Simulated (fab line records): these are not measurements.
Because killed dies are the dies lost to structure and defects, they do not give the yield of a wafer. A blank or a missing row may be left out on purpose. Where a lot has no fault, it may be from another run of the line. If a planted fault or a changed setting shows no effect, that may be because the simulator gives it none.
Which tool did it? / flow gf180mcu / 24 lots, 72 wafers sampled, at 5 steps of a route of 602

== WHAT EACH GAUGE READ, for each wafer ==
GF_V4_THK_MEAS_01.
lot=L074; measured=day 25 15:03; on=filmMetro-03; V4_CVD_00_THK (nm)=592 608 608
lot=L075; measured=day 26 04:53; on=filmMetro-04; V4_CVD_00_THK (nm)=609 601 607
lot=L076; measured=day 26 06:52; on=filmMetro-04; V4_CVD_00_THK (nm)=602 594 603
lot=L077; measured=day 26 19:05; on=filmMetro-02; V4_CVD_00_THK (nm)=594 596 593
lot=L078; measured=day 27 04:32; on=filmMetro-02; V4_CVD_00_THK (nm)=608 597 595
lot=L079; measured=day 27 15:27; on=filmMetro-04; V4_CVD_00_THK (nm)=600 603 599
lot=L080; measured=day 27 18:06; on=filmMetro-02; V4_CVD_00_THK (nm)=595 607 604
lot=L081; measured=day 27 23:44; on=filmMetro-03; V4_CVD_00_THK (nm)=611 606 602
lot=L082; measured=day 28 06:48; on=filmMetro-04; V4_CVD_00_THK (nm)=594 600 601
lot=L083; measured=day 28 10:29; on=filmMetro-02; V4_CVD_00_THK (nm)=607 616 591
lot=L084; measured=day 28 18:32; on=filmMetro-03; V4_CVD_00_THK (nm)=609 596 605
lot=L085; measured=day 28 23:41; on=filmMetro-02; V4_CVD_00_THK (nm)=591 612 605
lot=L086; measured=day 29 09:30; on=filmMetro-03; V4_CVD_00_THK (nm)=593 603 589
lot=L087; measured=day 29 15:54; on=filmMetro-04; V4_CVD_00_THK (nm)=613 596 613
lot=L088; measured=day 29 23:08; on=filmMetro-03; V4_CVD_00_THK (nm)=612 592 609
lot=L089; measured=day 29 23:57; on=filmMetro-04; V4_CVD_00_THK (nm)=585 601 611
lot=L090; measured=day 30 10:59; on=filmMetro-04; V4_CVD_00_THK (nm)=610 615 606
lot=L092; measured=day 31 03:13; on=filmMetro-04; V4_CVD_00_THK (nm)=588 600 604
lot=L093; measured=day 31 03:19; on=filmMetro-02; V4_CVD_00_THK (nm)=593 602 590
lot=L094; measured=day 31 09:29; on=filmMetro-03; V4_CVD_00_THK (nm)=593 599 587
lot=L095; measured=day 31 16:26; on=filmMetro-03; V4_CVD_00_THK (nm)=609 610 599
lot=L096; measured=day 32 01:15; on=filmMetro-02; V4_CVD_00_THK (nm)=598 607 589
lot=L097; measured=day 31 22:46; on=filmMetro-04; V4_CVD_00_THK (nm)=585 587 590
lot=L091; measured=day 32 02:31; on=filmMetro-04; V4_CVD_00_THK (nm)=606 611 594

== TOOL THAT RAN EACH LOT (tool first, then ch and the chambers of the sampled wafers, then the start) ==
lot=L074; GF_M3_SPUTTER_01=pvdSputter-04, day 22 12:07; GF_M3_METAL_ETCH_16=rieMetal-03 ch 0,1, day 23 12:55; GF_M4_SPUTTER_00=pvdSputter-01, day 24 15:56; GF_M4_SPUTTER_01=pvdSputter-01, day 24 16:02
lot=L075; GF_M3_SPUTTER_01=pvdSputter-02, day 23 00:47; GF_M3_METAL_ETCH_16=rieMetal-03 ch 0,1, day 24 01:16; GF_M4_SPUTTER_00=pvdSputter-04, day 25 04:28; GF_M4_SPUTTER_01=pvdSputter-04, day 25 04:34
lot=L076; GF_M3_SPUTTER_01=pvdSputter-02, day 23 04:50; GF_M3_METAL_ETCH_16=rieMetal-03 ch 0,1, day 24 04:37; GF_M4_SPUTTER_00=pvdSputter-03, day 25 07:04; GF_M4_SPUTTER_01=pvdSputter-03, day 25 07:10
lot=L077; GF_M3_SPUTTER_01=pvdSputter-01, day 23 17:30; GF_M3_METAL_ETCH_16=rieMetal-04 ch 0,1, day 24 17:28; GF_M4_SPUTTER_00=pvdSputter-04, day 25 19:20; GF_M4_SPUTTER_01=pvdSputter-04, day 25 19:26
lot=L078; GF_M3_SPUTTER_01=pvdSputter-04, day 24 04:40; GF_M3_METAL_ETCH_16=rieMetal-03 ch 0, day 25 03:49; GF_M4_SPUTTER_00=pvdSputter-01, day 26 05:22; GF_M4_SPUTTER_01=pvdSputter-01, day 26 05:28
lot=L079; GF_M3_SPUTTER_01=pvdSputter-02, day 24 16:24; GF_M3_METAL_ETCH_16=rieMetal-02 ch 0,1, day 25 15:43; GF_M4_SPUTTER_00=pvdSputter-01, day 26 16:55; GF_M4_SPUTTER_01=pvdSputter-01, day 26 17:01
lot=L080; GF_M3_SPUTTER_01=pvdSputter-01, day 24 18:02; GF_M3_METAL_ETCH_16=rieMetal-04 ch 1, day 25 17:19; GF_M4_SPUTTER_00=pvdSputter-03, day 26 19:01; GF_M4_SPUTTER_01=pvdSputter-03, day 26 19:07
lot=L081; GF_M3_SPUTTER_01=pvdSputter-01, day 25 00:25; GF_M3_METAL_ETCH_16=rieMetal-03 ch 0,1, day 25 23:25; GF_M4_SPUTTER_00=pvdSputter-03, day 27 00:48; GF_M4_SPUTTER_01=pvdSputter-03, day 27 00:54
lot=L082; GF_M3_SPUTTER_01=pvdSputter-02, day 25 08:25; GF_M3_METAL_ETCH_16=rieMetal-02 ch 0,1, day 26 07:40; GF_M4_SPUTTER_00=pvdSputter-04, day 27 07:40; GF_M4_SPUTTER_01=pvdSputter-04, day 27 07:46
lot=L083; GF_M3_SPUTTER_01=pvdSputter-04, day 25 12:49; GF_M3_METAL_ETCH_16=rieMetal-04 ch 0,1, day 26 11:34; GF_M4_SPUTTER_00=pvdSputter-03, day 27 12:23; GF_M4_SPUTTER_01=pvdSputter-03, day 27 12:29
lot=L084; GF_M3_SPUTTER_01=pvdSputter-04, day 25 20:35; GF_M3_METAL_ETCH_16=rieMetal-03 ch 0,1, day 26 19:10; GF_M4_SPUTTER_00=pvdSputter-03, day 27 19:56; GF_M4_SPUTTER_01=pvdSputter-03, day 27 20:02
lot=L085; GF_M3_SPUTTER_01=pvdSputter-04, day 26 02:25; GF_M3_METAL_ETCH_16=rieMetal-04 ch 0,1, day 27 01:22; GF_M4_SPUTTER_00=pvdSputter-03, day 28 01:59; GF_M4_SPUTTER_01=pvdSputter-03, day 28 02:05
lot=L086; GF_M3_SPUTTER_01=pvdSputter-02, day 26 14:32; GF_M3_METAL_ETCH_16=rieMetal-03 ch 0, day 27 12:37; GF_M4_SPUTTER_00=pvdSputter-01, day 28 12:26; GF_M4_SPUTTER_01=pvdSputter-01, day 28 12:32
lot=L087; GF_M3_SPUTTER_01=pvdSputter-02, day 26 19:32; GF_M3_METAL_ETCH_16=rieMetal-02 ch 0,1, day 27 17:29; GF_M4_SPUTTER_00=pvdSputter-04, day 28 18:04; GF_M4_SPUTTER_01=pvdSputter-04, day 28 18:10
lot=L088; GF_M3_SPUTTER_01=pvdSputter-04, day 27 04:34; GF_M3_METAL_ETCH_16=rieMetal-03 ch 0,1, day 28 02:34; GF_M4_SPUTTER_00=pvdSputter-04, day 29 01:55; GF_M4_SPUTTER_01=pvdSputter-04, day 29 02:01
lot=L089; GF_M3_SPUTTER_01=pvdSputter-02, day 27 04:55; GF_M3_METAL_ETCH_16=rieMetal-04 ch 0,1, day 28 02:46; GF_M4_SPUTTER_00=pvdSputter-03, day 29 02:04; GF_M4_SPUTTER_01=pvdSputter-03, day 29 02:10
lot=L090; GF_M3_SPUTTER_01=pvdSputter-04, day 27 16:23; GF_M3_METAL_ETCH_16=rieMetal-03 ch 0,1, day 28 13:52; GF_M4_SPUTTER_00=pvdSputter-01, day 29 13:21; GF_M4_SPUTTER_01=pvdSputter-01, day 29 13:27
lot=L092; GF_M3_SPUTTER_01=pvdSputter-04, day 28 09:25; GF_M3_METAL_ETCH_16=rieMetal-04 ch 0,1, day 29 06:32; GF_M4_SPUTTER_00=pvdSputter-01, day 30 06:07; GF_M4_SPUTTER_01=pvdSputter-01, day 30 06:13
lot=L093; GF_M3_SPUTTER_01=pvdSputter-04, day 28 10:26; GF_M3_METAL_ETCH_16=rieMetal-02 ch 0,1, day 29 07:04; GF_M4_SPUTTER_00=pvdSputter-04, day 30 06:28; GF_M4_SPUTTER_01=pvdSputter-04, day 30 06:34
lot=L094; GF_M3_SPUTTER_01=pvdSputter-01, day 28 17:06; GF_M3_METAL_ETCH_16=rieMetal-03 ch 0,1, day 29 13:49; GF_M4_SPUTTER_00=pvdSputter-04, day 30 12:37; GF_M4_SPUTTER_01=pvdSputter-04, day 30 12:43
lot=L095; GF_M3_SPUTTER_01=pvdSputter-04, day 28 23:05; GF_M3_METAL_ETCH_16=rieMetal-03 ch 0,1, day 29 19:43; GF_M4_SPUTTER_00=pvdSputter-01, day 30 20:22; GF_M4_SPUTTER_01=pvdSputter-01, day 30 20:28
lot=L096; GF_M3_SPUTTER_01=pvdSputter-01, day 29 06:32; GF_M3_METAL_ETCH_16=rieMetal-04 ch 0,1, day 30 03:04; GF_M4_SPUTTER_00=pvdSputter-03, day 31 05:22; GF_M4_SPUTTER_01=pvdSputter-03, day 31 05:28
lot=L097; GF_M3_SPUTTER_01=pvdSputter-04, day 29 07:19; GF_M3_METAL_ETCH_16=rieMetal-02 ch 0,1, day 30 03:42; GF_M4_SPUTTER_00=pvdSputter-01, day 31 02:32; GF_M4_SPUTTER_01=pvdSputter-01, day 31 02:38
lot=L091; GF_M3_SPUTTER_01=pvdSputter-02, day 29 12:55; GF_M3_METAL_ETCH_16=rieMetal-02 ch 0,1, day 30 09:01; GF_M4_SPUTTER_00=pvdSputter-03, day 31 06:38; GF_M4_SPUTTER_01=pvdSputter-03, day 31 06:44
- GF_M3_SPUTTER_01: material TiN, target thk 30 nm, time 25 s.
- GF_M3_METAL_ETCH_16: etches the open film in Cl2/BCl3, stops on SiO2, target depth 627.5 nm, time 104.6 s.
- GF_M4_SPUTTER_00: material Ti, target thk 37.5 nm, time 150 s.
- GF_M4_SPUTTER_01: material TiN, target thk 30 nm, time 25 s.

== WHAT THE TOOLS THEMSELVES READ (means of the sampled wafers that have a number; where no wafer has one, the mark that the record gives instead) ==
GF_M3_SPUTTER_01.
lot=L074; tool=pvdSputter-04; throttleValvePct (%)=29.7
lot=L075; tool=pvdSputter-02; throttleValvePct (%)=29.3
lot=L076; tool=pvdSputter-02; throttleValvePct (%)=29.9
lot=L077; tool=pvdSputter-01; throttleValvePct (%)=30.2
lot=L078; tool=pvdSputter-04; throttleValvePct (%)=29.7
lot=L079; tool=pvdSputter-02; throttleValvePct (%)=30.0
lot=L080; tool=pvdSputter-01; throttleValvePct (%)=29.8
lot=L081; tool=pvdSputter-01; throttleValvePct (%)=29.5
lot=L082; tool=pvdSputter-02; throttleValvePct (%)=29.3
lot=L083; tool=pvdSputter-04; throttleValvePct (%)=30.1
lot=L084; tool=pvdSputter-04; throttleValvePct (%)=29.2
lot=L085; tool=pvdSputter-04; throttleValvePct (%)=30.4
lot=L086; tool=pvdSputter-02; throttleValvePct (%)=28.5
lot=L087; tool=pvdSputter-02; throttleValvePct (%)=29.1
lot=L088; tool=pvdSputter-04; throttleValvePct (%)=30.9
lot=L089; tool=pvdSputter-02; throttleValvePct (%)=29.1
lot=L090; tool=pvdSputter-04; throttleValvePct (%)=30.1
lot=L092; tool=pvdSputter-04; throttleValvePct (%)=29.5
lot=L093; tool=pvdSputter-04; throttleValvePct (%)=30.3
lot=L094; tool=pvdSputter-01; throttleValvePct (%)=30.4
lot=L095; tool=pvdSputter-04; throttleValvePct (%)=30.0
lot=L096; tool=pvdSputter-01; throttleValvePct (%)=30.3
lot=L097; tool=pvdSputter-04; throttleValvePct (%)=29.2
lot=L091; tool=pvdSputter-02; throttleValvePct (%)=29.3

GF_M3_METAL_ETCH_16.
lot=L074; tool=rieMetal-03; drypumpMotorCurrentA (A)=5.31; oesProductAu (a.u.)=0.966; throttleValvePct (%)=28.262
lot=L075; tool=rieMetal-03; drypumpMotorCurrentA (A)=5.30; oesProductAu (a.u.)=0.973; throttleValvePct (%)=28.249
lot=L076; tool=rieMetal-03; drypumpMotorCurrentA (A)=5.26; oesProductAu (a.u.)=0.969; throttleValvePct (%)=28.255
lot=L077; tool=rieMetal-04; drypumpMotorCurrentA (A)=5.69; oesProductAu (a.u.)=0.969; throttleValvePct (%)=28.248
lot=L078; tool=rieMetal-03; drypumpMotorCurrentA (A)=5.38; oesProductAu (a.u.)=0.967; throttleValvePct (%)=28.255
lot=L079; tool=rieMetal-02; drypumpMotorCurrentA (A)=5.89; oesProductAu (a.u.)=0.972; throttleValvePct (%)=28.254
lot=L080; tool=rieMetal-04; drypumpMotorCurrentA (A)=5.88; oesProductAu (a.u.)=0.977; throttleValvePct (%)=28.242
lot=L081; tool=rieMetal-03; drypumpMotorCurrentA (A)=5.26; oesProductAu (a.u.)=0.981; throttleValvePct (%)=28.238
lot=L082; tool=rieMetal-02; drypumpMotorCurrentA (A)=5.92; oesProductAu (a.u.)=0.969; throttleValvePct (%)=28.250
lot=L083; tool=rieMetal-04; drypumpMotorCurrentA (A)=5.79; oesProductAu (a.u.)=0.968; throttleValvePct (%)=28.258
lot=L084; tool=rieMetal-03; drypumpMotorCurrentA (A)=5.27; oesProductAu (a.u.)=0.978; throttleValvePct (%)=28.239
lot=L085; tool=rieMetal-04; drypumpMotorCurrentA (A)=5.70; oesProductAu (a.u.)=0.969; throttleValvePct (%)=28.257
lot=L086; tool=rieMetal-03; drypumpMotorCurrentA (A)=5.36; oesProductAu (a.u.)=0.968; throttleValvePct (%)=28.251
lot=L087; tool=rieMetal-02; drypumpMotorCurrentA (A)=5.90; oesProductAu (a.u.)=0.967; throttleValvePct (%)=28.250
lot=L088; tool=rieMetal-03; drypumpMotorCurrentA (A)=5.33; oesProductAu (a.u.)=0.969; throttleValvePct (%)=28.258
lot=L089; tool=rieMetal-04; drypumpMotorCurrentA (A)=5.68; oesProductAu (a.u.)=0.972; throttleValvePct (%)=28.245
lot=L090; tool=rieMetal-03; drypumpMotorCurrentA (A)=5.28; oesProductAu (a.u.)=0.972; throttleValvePct (%)=28.247
lot=L092; tool=rieMetal-04; drypumpMotorCurrentA (A)=5.79; oesProductAu (a.u.)=0.963; throttleValvePct (%)=28.260
lot=L093; tool=rieMetal-02; drypumpMotorCurrentA (A)=5.90; oesProductAu (a.u.)=0.966; throttleValvePct (%)=28.253
lot=L094; tool=rieMetal-03; drypumpMotorCurrentA (A)=5.31; oesProductAu (a.u.)=0.982; throttleValvePct (%)=28.230
lot=L095; tool=rieMetal-03; drypumpMotorCurrentA (A)=5.31; oesProductAu (a.u.)=0.968; throttleValvePct (%)=28.252
lot=L096; tool=rieMetal-04; drypumpMotorCurrentA (A)=5.70; oesProductAu (a.u.)=0.973; throttleValvePct (%)=28.242
lot=L097; tool=rieMetal-02; drypumpMotorCurrentA (A)=5.89; oesProductAu (a.u.)=0.971; throttleValvePct (%)=28.248
lot=L091; tool=rieMetal-02; drypumpMotorCurrentA (A)=5.89; oesProductAu (a.u.)=0.974; throttleValvePct (%)=28.241

GF_M4_SPUTTER_00.
lot=L074; tool=pvdSputter-01; throttleValvePct (%)=30.4
lot=L075; tool=pvdSputter-04; throttleValvePct (%)=30.8
lot=L076; tool=pvdSputter-03; throttleValvePct (%)=29.6
lot=L077; tool=pvdSputter-04; throttleValvePct (%)=31.2
lot=L078; tool=pvdSputter-01; throttleValvePct (%)=29.9
lot=L079; tool=pvdSputter-01; throttleValvePct (%)=30.0
lot=L080; tool=pvdSputter-03; throttleValvePct (%)=29.6
lot=L081; tool=pvdSputter-03; throttleValvePct (%)=29.1
lot=L082; tool=pvdSputter-04; throttleValvePct (%)=29.7
lot=L083; tool=pvdSputter-03; throttleValvePct (%)=28.8
lot=L084; tool=pvdSputter-03; throttleValvePct (%)=29.0
lot=L085; tool=pvdSputter-03; throttleValvePct (%)=29.6
lot=L086; tool=pvdSputter-01; throttleValvePct (%)=29.5
lot=L087; tool=pvdSputter-04; throttleValvePct (%)=30.8
lot=L088; tool=pvdSputter-04; throttleValvePct (%)=29.7
lot=L089; tool=pvdSputter-03; throttleValvePct (%)=29.1
lot=L090; tool=pvdSputter-01; throttleValvePct (%)=30.0
lot=L092; tool=pvdSputter-01; throttleValvePct (%)=30.0
lot=L093; tool=pvdSputter-04; throttleValvePct (%)=29.4
lot=L094; tool=pvdSputter-04; throttleValvePct (%)=29.5
lot=L095; tool=pvdSputter-01; throttleValvePct (%)=29.9
lot=L096; tool=pvdSputter-03; throttleValvePct (%)=29.6
lot=L097; tool=pvdSputter-01; throttleValvePct (%)=29.7
lot=L091; tool=pvdSputter-03; throttleValvePct (%)=29.6

GF_M4_SPUTTER_01.
lot=L074; tool=pvdSputter-01; throttleValvePct (%)=30.4
lot=L075; tool=pvdSputter-04; throttleValvePct (%)=30.9
lot=L076; tool=pvdSputter-03; throttleValvePct (%)=29.6
lot=L077; tool=pvdSputter-04; throttleValvePct (%)=31.2
lot=L078; tool=pvdSputter-01; throttleValvePct (%)=30.0
lot=L079; tool=pvdSputter-01; throttleValvePct (%)=30.1
lot=L080; tool=pvdSputter-03; throttleValvePct (%)=29.7
lot=L081; tool=pvdSputter-03; throttleValvePct (%)=29.0
lot=L082; tool=pvdSputter-04; throttleValvePct (%)=29.7
lot=L083; tool=pvdSputter-03; throttleValvePct (%)=29.1
lot=L084; tool=pvdSputter-03; throttleValvePct (%)=29.0
lot=L085; tool=pvdSputter-03; throttleValvePct (%)=29.6
lot=L086; tool=pvdSputter-01; throttleValvePct (%)=29.3
lot=L087; tool=pvdSputter-04; throttleValvePct (%)=30.7
lot=L088; tool=pvdSputter-04; throttleValvePct (%)=29.8
lot=L089; tool=pvdSputter-03; throttleValvePct (%)=29.0
lot=L090; tool=pvdSputter-01; throttleValvePct (%)=30.0
lot=L092; tool=pvdSputter-01; throttleValvePct (%)=29.9
lot=L093; tool=pvdSputter-04; throttleValvePct (%)=29.7
lot=L094; tool=pvdSputter-04; throttleValvePct (%)=29.5
lot=L095; tool=pvdSputter-01; throttleValvePct (%)=29.7
lot=L096; tool=pvdSputter-03; throttleValvePct (%)=29.7
lot=L097; tool=pvdSputter-01; throttleValvePct (%)=29.6
lot=L091; tool=pvdSputter-03; throttleValvePct (%)=29.7

== THE ANSWER, worked out from the rows above alone ==
Rule: usual is defined by the lots themselves. Put in order of their means at a reading, lots are off if they are a third of the lots or fewer, leave a main group of 4 or more, and stand apart from it by a gap of 3 or more times the standard deviation of the main group's means; of several such gaps the widest counts. Not used: any main group whose means are identical at the precision the tables above print for the reading. Also off: a lot with no number at a reading for which 4 or more lots have one. Any other lot the step has rows for is counted as sound. After the gauges, taken in route order, come the tools' own readings; for these a lot's mean is taken, as printed above. At the first step where some lot is off, the reading lying furthest off is the one used; lots without a number count as furthest.
Across all readings shown, no lot is off: no conclusion can be drawn from this.

== WHAT THE SIMULATOR HAD INSERTED ==
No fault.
